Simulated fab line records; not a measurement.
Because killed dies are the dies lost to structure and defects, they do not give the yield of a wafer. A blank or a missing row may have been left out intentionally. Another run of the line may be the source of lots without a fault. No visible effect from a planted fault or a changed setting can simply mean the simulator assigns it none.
Which tool did it?    flow sky130    30 wafers from 10 lots sampled at 6 of the route's 708 steps

== WHAT THE GAUGES READ, wafer by wafer ==
SKY_CAPM_RS_MEAS_03: the measuring method here is four-point-probe.
lot   measured      on            CAPM_TIN_RS (ohm/sq)
L959  day 37 00:15  filmMetro-03  6.86 6.81 6.93
L960  day 37 12:19  filmMetro-03  6.95 6.92 6.90
L961  day 37 15:27  filmMetro-01  6.97 7.00 6.95
L963  day 38 03:50  filmMetro-03  6.89 6.93 6.91
L965  day 38 21:29  filmMetro-01  6.90 6.86 6.85
L972  day 40 22:41  filmMetro-03  7.02 6.99 7.13
L973  day 41 11:52  filmMetro-02  6.60 6.62 6.58
L975  day 41 14:16  filmMetro-02  6.84 6.88 6.86
L976  day 41 20:56  filmMetro-02  6.62 6.67 6.65
L981  day 43 06:11  filmMetro-01  6.92 6.99 6.94

SKY_CAPM_THK_MEAS_04: measures by xrf.
lot   measured      on            CAPM_TIN_THK (nm)
L959  day 37 00:22  filmMetro-03  199.7 201.5 198.7
L960  day 37 12:25  filmMetro-03  197.9 199.2 198.8
L961  day 37 15:34  filmMetro-01  199.5 199.2 199.4
L963  day 38 03:58  filmMetro-03  198.1 196.7 198.4
L965  day 38 21:36  filmMetro-01  200.1 201.9 202.2
L972  day 40 22:48  filmMetro-03  195.3 195.7 192.9
L973  day 41 11:58  filmMetro-02  204.5 204.2 205.0
L975  day 41 14:22  filmMetro-02  197.7 195.5 197.1
L976  day 41 21:02  filmMetro-02  203.8 201.7 203.7
L981  day 43 06:18  filmMetro-01  199.5 197.3 197.6

== WHICH TOOL RAN EACH LOT (tool, then ch and the chambers of the sampled wafers, then the start) ==
lot   SKY_METAL2_SPUTTER_03        SKY_METAL2_ETCH_18                SKY_CAPM_CVD_00                  SKY_CAPM_SPUTTER_02
L959  pvdSputter-02, day 34 17:14  rieMetal-03 ch 0,1, day 35 19:19  pecvd-02 ch 0,2, day 37 00:04    pvdSputter-02, day 37 00:08
L960  pvdSputter-04, day 35 03:47  rieMetal-03 ch 0,1, day 36 06:19  pecvd-03 ch 0,1,2, day 37 12:05  pvdSputter-02, day 37 12:11
L961  pvdSputter-03, day 35 08:37  rieMetal-03 ch 0,1, day 36 11:15  pecvd-02 ch 1,2, day 37 15:16    pvdSputter-02, day 37 15:20
L963  pvdSputter-03, day 35 21:02  rieMetal-01 ch 0,1, day 36 23:13  pecvd-04 ch 0,1,2, day 38 03:39  pvdSputter-02, day 38 03:44
L965  pvdSputter-04, day 36 14:19  rieMetal-01 ch 0,1, day 37 16:54  pecvd-03 ch 1,2, day 38 21:17    pvdSputter-01, day 38 21:22
L972  pvdSputter-04, day 38 18:32  rieMetal-04 ch 0,1, day 39 19:24  pecvd-02 ch 0,1, day 40 22:28    pvdSputter-02, day 40 22:34
L973  pvdSputter-02, day 39 08:08  rieMetal-01 ch 0,1, day 40 09:10  pecvd-03 ch 0,1,2, day 41 11:38  pvdSputter-02, day 41 11:42
L975  pvdSputter-04, day 39 10:34  rieMetal-03 ch 0, day 40 11:28    pecvd-02 ch 1,2, day 41 14:02    pvdSputter-01, day 41 14:07
L976  pvdSputter-02, day 39 17:49  rieMetal-04 ch 0,1, day 40 18:03  pecvd-04 ch 0,1,2, day 41 20:43  pvdSputter-02, day 41 20:48
L981  pvdSputter-02, day 41 03:43  rieMetal-03 ch 0, day 42 03:37    pecvd-04 ch 0,1, day 43 05:59    pvdSputter-03, day 43 06:04
- SKY_METAL2_SPUTTER_03: material Ti, target thk 5 nm, time 3.3 s.
- SKY_METAL2_ETCH_18: etches BARC in N2/H2, stops on SiO2, time 45.9 s, target depth 60 nm.
- SKY_CAPM_CVD_00: deposits SiO2, target thk 15.5 nm.
- SKY_CAPM_SPUTTER_02: material TiN, target thk 200 nm, time 166.7 s.

== AS READ BY THE TOOLS THEMSELVES (means over the sampled wafers that have a number; for cases with no such wafer, the mark the record gives instead) ==
SKY_METAL2_SPUTTER_03.
lot   tool           throttleValvePct (%)
L959  pvdSputter-02  30.2
L960  pvdSputter-04  30.3
L961  pvdSputter-03  30.0
L963  pvdSputter-03  30.0
L965  pvdSputter-04  29.1
L972  pvdSputter-04  29.2
L973  pvdSputter-02  29.1
L975  pvdSputter-04  29.0
L976  pvdSputter-02  29.5
L981  pvdSputter-02  29.7

SKY_METAL2_ETCH_18.
lot   tool         drypumpMotorCurrentA (A)  oesProductAu (a.u.)  throttleValvePct (%)
L959  rieMetal-03  5.9                       0.856                13.227
L960  rieMetal-03  5.5                       0.852                13.215
L961  rieMetal-03  5.5                       0.852                13.225
L963  rieMetal-01  6.0                       0.857                13.229
L965  rieMetal-01  6.0                       0.853                13.219
L972  rieMetal-04  5.5                       0.857                13.221
L973  rieMetal-01  6.0                       0.862                13.232
L975  rieMetal-03  5.2                       0.856                13.232
L976  rieMetal-04  5.5                       0.855                13.223
L981  rieMetal-03  5.2                       0.853                13.230

SKY_CAPM_CVD_00.
lot   tool      heaterPowerOuterW (W)  heaterPowerW (W)
L959  pecvd-02  474                    775
L960  pecvd-03  474                    822
L961  pecvd-02  457                    766
L963  pecvd-04  429                    684
L965  pecvd-03  446                    800
L972  pecvd-02  418                    712
L973  pecvd-03  400                    718
L975  pecvd-02  477                    813
L976  pecvd-04  458                    723
L981  pecvd-04  429                    727

SKY_CAPM_SPUTTER_02.
lot   tool           throttleValvePct (%)
L959  pvdSputter-02  30.1
L960  pvdSputter-02  29.3
L961  pvdSputter-02  29.2
L963  pvdSputter-02  28.7
L965  pvdSputter-01  30.9
L972  pvdSputter-02  29.3
L973  pvdSputter-02  28.6
L975  pvdSputter-01  30.8
L976  pvdSputter-02  29.6
L981  pvdSputter-03  30.7

== THE ANSWER, worked out from the rows above alone ==
Rule: the usual values come from the lots themselves. The widest of any qualifying gaps counts: lots, ordered by their means at a reading, are off when they make up no more than a third of the lots, leave a main group of 4 or more, and stand apart from it by 3 or more times the standard deviation of that group's means. If all means in a main group match to the digits the tables above print for the reading, that group is not used. Also off: a lot with no number at a reading for which 4 or more lots have one. Any other lot the step has rows for is counted as sound. First the gauges in route order, then the tools' own readings, where a lot's mean is used as printed above. The first step at which some lot is off is used, and at that step the reading that is off furthest; a lot without a number counts as furthest.
Off: L973, L976, seen at SKY_CAPM_RS_MEAS_03 (CAPM_TIN_RS). Mean 6.92 ohm/sq and standard deviation 0.06 in the main group.
A tool fits if, at a process step before that reading, it ran every lot that is off, and no sound lot after the first of them. The gauges at SKY_CAPM_RS_MEAS_03 are tried like those tools. One fits: SKY_CAPM_SPUTTER_02 on pvdSputter-02. A fault onset in the window from L972 (day 40 22:34, its last sound lot) to L973 (day 41 11:42, its first lot off) fits.

== WHAT THE SIMULATOR PUT IN ==
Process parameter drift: pvdSputter-02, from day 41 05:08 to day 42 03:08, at SKY_CAPM_SPUTTER_02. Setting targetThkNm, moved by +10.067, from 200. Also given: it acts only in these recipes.
Shown lots that were struck: L973, L976. Same finding as the rule above.
